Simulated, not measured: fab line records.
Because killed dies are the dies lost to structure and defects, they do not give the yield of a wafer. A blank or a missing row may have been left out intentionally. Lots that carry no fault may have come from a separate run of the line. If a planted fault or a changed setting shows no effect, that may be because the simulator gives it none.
Which tool did it? + flow sky130 + 15 lots with 45 wafers sampled at 4 steps, on a route of 708 steps

== WHAT EACH GAUGE READ, for each wafer ==
The record holds no reading of a measuring or inspecting step that can be judged against a usual standard deviation.

== WHICH TOOL RAN EACH LOT (tool, then ch and the chambers of the sampled wafers, then the start) ==
| lot  | SKY_METAL1_ETCH_18                | SKY_VIA1_EXPOSE_09                | SKY_VIA1_SPUTTER_20          | SKY_METAL2_SPUTTER_00        |
|------|-----------------------------------|-----------------------------------|------------------------------|------------------------------|
| L695 | rie-metal-01 ch 0, day 32 17:16   | krf-scanner-02 ch 0, day 33 08:29 | pvd-sputter-03, day 33 22:26 | pvd-sputter-02, day 33 23:04 |
| L696 | rie-metal-04 ch 0,1, day 33 09:24 | krf-scanner-02 ch 0, day 33 23:42 | pvd-sputter-03, day 34 13:57 | pvd-sputter-01, day 34 14:35 |
| L697 | rie-metal-01 ch 0,1, day 33 14:53 | krf-scanner-01 ch 0, day 34 05:58 | pvd-sputter-03, day 34 20:06 | pvd-sputter-01, day 34 20:45 |
| L698 | rie-metal-03 ch 1, day 34 01:29   | krf-scanner-01 ch 0, day 34 16:58 | pvd-sputter-04, day 35 06:17 | pvd-sputter-02, day 35 06:55 |
| L699 | rie-metal-04 ch 0,1, day 34 16:47 | krf-scanner-02 ch 0, day 35 06:50 | pvd-sputter-03, day 35 21:01 | pvd-sputter-04, day 35 21:40 |
| L700 | rie-metal-01 ch 0,1, day 35 00:50 | krf-scanner-02 ch 0, day 35 15:54 | pvd-sputter-03, day 36 05:41 | pvd-sputter-02, day 36 06:26 |
| L703 | rie-metal-04 ch 0,1, day 35 18:25 | krf-scanner-01 ch 0, day 36 09:01 | pvd-sputter-03, day 36 23:22 | pvd-sputter-02, day 37 00:01 |
| L707 | rie-metal-04 ch 0, day 37 01:03   | krf-scanner-01, day 37 15:43      | pvd-sputter-01, day 38 05:14 | -                            |
| L708 | rie-metal-03 ch 0,1, day 37 07:13 | krf-scanner-02, day 37 21:08      | pvd-sputter-03, day 38 10:43 | -                            |
| L709 | rie-metal-03 ch 0,1, day 37 12:31 | krf-scanner-02, day 38 03:17      | pvd-sputter-01, day 38 16:39 | -                            |
| L710 | rie-metal-03 ch 0,1, day 37 19:26 | krf-scanner-01 ch 0, day 38 10:13 | pvd-sputter-01, day 38 22:44 | pvd-sputter-02, day 38 23:22 |
| L712 | rie-metal-04 ch 0,1, day 38 06:18 | krf-scanner-01 ch 0, day 38 20:08 | pvd-sputter-04, day 39 09:01 | pvd-sputter-01, day 39 09:38 |
| L714 | rie-metal-04 ch 0,1, day 38 21:44 | krf-scanner-02 ch 0, day 39 11:46 | pvd-sputter-04, day 40 00:37 | pvd-sputter-01, day 40 01:15 |
| L716 | rie-metal-04 ch 1, day 39 14:36   | krf-scanner-02 ch 0, day 40 04:19 | pvd-sputter-01, day 40 17:26 | pvd-sputter-04, day 40 18:04 |
| L718 | rie-metal-04 ch 0,1, day 39 22:55 | krf-scanner-01 ch 0, day 40 12:47 | pvd-sputter-01, day 41 01:52 | pvd-sputter-02, day 41 02:30 |
- SKY_METAL1_ETCH_18: etches BARC in N2/H2, stops on SiO2, time 45.9 s, target depth 60 nm.
- SKY_VIA1_EXPOSE_09: exposes mask VIM, target cd 150 nm.
- SKY_VIA1_SPUTTER_20: material TiN, target thk 20 nm, time 80 s.
- SKY_METAL2_SPUTTER_00: material Ti, target thk 15 nm, time 10 s.

== WHAT THE TOOLS THEMSELVES READ (means of the sampled wafers that have a number; where no wafer has one, the mark that the record gives instead) ==
SKY_METAL1_ETCH_18.
| lot  | tool         | drypump-motor-current-A (A) | oes-product-au (a.u.) | rf-fwd-power-W (W) | throttle-valve-pct (%) |
|------|--------------|-----------------------------|-----------------------|--------------------|------------------------|
| L695 | rie-metal-01 | 5.3                         | 0.853                 | 493.9              | 13.220                 |
| L696 | rie-metal-04 | 5.9                         | 0.852                 | 495.9              | 13.225                 |
| L697 | rie-metal-01 | 5.2                         | 0.855                 | 494.5              | 13.223                 |
| L698 | rie-metal-03 | 5.8                         | 0.856                 | 492.2              | 13.228                 |
| L699 | rie-metal-04 | 6.4                         | 0.856                 | 495.6              | 13.222                 |
| L700 | rie-metal-01 | 5.2                         | 0.852                 | 494.3              | 13.222                 |
| L703 | rie-metal-04 | 6.4                         | 0.852                 | 495.1              | 13.227                 |
| L707 | rie-metal-04 | 5.5                         | 0.854                 | 498.5              | 13.220                 |
| L708 | rie-metal-03 | 5.5                         | 0.854                 | 493.1              | 13.226                 |
| L709 | rie-metal-03 | 5.5                         | 0.853                 | 494.9              | 13.229                 |
| L710 | rie-metal-03 | 5.5                         | 0.852                 | 491.4              | 13.231                 |
| L712 | rie-metal-04 | 5.9                         | 0.855                 | 496.5              | 13.228                 |
| L714 | rie-metal-04 | 5.9                         | 0.856                 | 496.9              | 13.224                 |
| L716 | rie-metal-04 | 6.8                         | 0.855                 | 494.8              | 13.232                 |
| L718 | rie-metal-04 | 6.4                         | 0.857                 | 495.8              | 13.228                 |

SKY_VIA1_EXPOSE_09.
| lot  | tool           | exposure-dose-mJ-cm2 | focus-offset-nm (nm) |
|------|----------------|----------------------|----------------------|
| L695 | krf-scanner-02 | 38.00                | -0.4                 |
| L696 | krf-scanner-02 | 38.02                | -0.1                 |
| L697 | krf-scanner-01 | 38.01                | 0.5                  |
| L698 | krf-scanner-01 | 38.00                | -0.0                 |
| L699 | krf-scanner-02 | 38.00                | 0.5                  |
| L700 | krf-scanner-02 | 38.00                | -0.1                 |
| L703 | krf-scanner-01 | 37.98                | 0.1                  |
| L707 | krf-scanner-01 | -                    | -                    |
| L708 | krf-scanner-02 | -                    | -                    |
| L709 | krf-scanner-02 | -                    | -                    |
| L710 | krf-scanner-01 | 38.04                | 0.6                  |
| L712 | krf-scanner-01 | 38.01                | -0.2                 |
| L714 | krf-scanner-02 | 38.01                | 0.4                  |
| L716 | krf-scanner-02 | 37.94                | -0.8                 |
| L718 | krf-scanner-01 | 38.00                | -0.1                 |

SKY_VIA1_SPUTTER_20.
| lot  | tool           | throttle-valve-pct (%) |
|------|----------------|------------------------|
| L695 | pvd-sputter-03 | 29.8                   |
| L696 | pvd-sputter-03 | 30.0                   |
| L697 | pvd-sputter-03 | 28.7                   |
| L698 | pvd-sputter-04 | 30.4                   |
| L699 | pvd-sputter-03 | 29.8                   |
| L700 | pvd-sputter-03 | 28.9                   |
| L703 | pvd-sputter-03 | 28.8                   |
| L707 | pvd-sputter-01 | 29.6                   |
| L708 | pvd-sputter-03 | 29.9                   |
| L709 | pvd-sputter-01 | 30.3                   |
| L710 | pvd-sputter-01 | 30.2                   |
| L712 | pvd-sputter-04 | 29.8                   |
| L714 | pvd-sputter-04 | 30.3                   |
| L716 | pvd-sputter-01 | 29.8                   |
| L718 | pvd-sputter-01 | 29.8                   |

SKY_METAL2_SPUTTER_00.
| lot  | tool           | throttle-valve-pct (%) |
|------|----------------|------------------------|
| L695 | pvd-sputter-02 | 29.9                   |
| L696 | pvd-sputter-01 | 29.8                   |
| L697 | pvd-sputter-01 | 29.3                   |
| L698 | pvd-sputter-02 | 29.6                   |
| L699 | pvd-sputter-04 | 29.7                   |
| L700 | pvd-sputter-02 | 29.4                   |
| L703 | pvd-sputter-02 | 29.4                   |
| L710 | pvd-sputter-02 | 29.1                   |
| L712 | pvd-sputter-01 | 29.7                   |
| L714 | pvd-sputter-01 | 29.3                   |
| L716 | pvd-sputter-04 | 29.7                   |
| L718 | pvd-sputter-02 | 29.6                   |

== THE ANSWER, worked out from the rows above alone ==
Rule: usual is defined by the lots themselves. The widest of any qualifying gaps counts: lots, ordered by their means at a reading, are off when they make up no more than a third of the lots, leave a main group of 4 or more, and stand apart from it by 3 or more times the standard deviation of that group's means. Not used: any main group whose means are identical at the precision the tables above print for the reading. A lot without any number at a reading at which 4 lots or more have one is off too. Any other lot the step has rows for is counted as sound. The gauges are gone through in route order, then the tools' own readings, and for those a lot's mean is taken as printed above. At the first step where some lot is off, the reading lying furthest off is the one used; lots without a number count as furthest.
Off: L707, L708, L709 (SKY_VIA1_EXPOSE_09, exposure-dose-mJ-cm2). Without a number there: L707, L708, L709. For the main group the mean is 38.00 and the standard deviation 0.023.
If a tool, at that step or one of the process steps before it, ran each lot that is off and ran no sound lot following the first of them, it fits. Not one of the candidates tried fits.

== WHAT WAS PUT IN BY THE SIMULATOR ==
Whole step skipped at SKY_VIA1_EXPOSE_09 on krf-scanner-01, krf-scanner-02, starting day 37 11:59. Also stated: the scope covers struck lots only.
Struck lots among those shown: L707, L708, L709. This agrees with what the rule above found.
